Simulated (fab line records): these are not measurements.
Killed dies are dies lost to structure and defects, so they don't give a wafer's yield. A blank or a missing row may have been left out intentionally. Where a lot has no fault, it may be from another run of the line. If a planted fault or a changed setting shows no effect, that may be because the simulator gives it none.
What tool caused it? ; flow gf180mcu ; route of 602 steps, sampled at 1 step: 11 lots, 33 wafers

WHAT THE GAUGES SHOWED, per wafer
GF_HV_LDD_THK_MEAS_57.
lot;measured;on;HV_LDD_CVD_56_THK (nm)
L603;day 12 21:26;film-metro-03;89.8 90.8 89.7
L604;day 13 05:35;film-metro-01;91.6 90.9 90.3
L609;day 14 22:07;film-metro-01;90.1 89.6 89.9
L610;day 15 06:11;film-metro-01;88.7 89.9 89.9
L612;day 16 03:35;film-metro-02;90.8 90.1 91.0
L613;day 16 06:05;film-metro-01;90.1 90.4 90.6
L618;day 17 21:56;film-metro-01;91.0 91.1 90.9
L621;day 18 21:47;film-metro-03;89.5 89.4 89.0
L623;day 19 15:19;film-metro-02;88.8 89.4 89.7
L624;day 20 01:29;film-metro-03;91.0 90.6 90.8
L625;day 20 09:08;film-metro-03;90.0 90.7 90.2

EACH LOT AND THE TOOL THAT RAN IT (in order: tool; ch and the chambers of the sampled wafers; start)
There is no process step in the record ahead of these readings.

THE ANSWER, worked out from the rows above alone
Rule: the usual values come from the lots themselves. Put in order of their means at a reading, lots are off if they are a third of the lots or fewer, leave a main group of 4 or more, and stand apart from it by a gap of 3 or more times the standard deviation of the main group's means; of several such gaps the widest counts. A main group is skipped when, at the precision printed for the reading in the tables above, its means are all equal. A lot without any number at a reading at which 4 lots or more have one is off too. The other lots that the step has rows for count as sound.
Across all readings shown, no lot is off: no conclusion can be drawn from this.

WHAT WAS PUT IN BY THE SIMULATOR
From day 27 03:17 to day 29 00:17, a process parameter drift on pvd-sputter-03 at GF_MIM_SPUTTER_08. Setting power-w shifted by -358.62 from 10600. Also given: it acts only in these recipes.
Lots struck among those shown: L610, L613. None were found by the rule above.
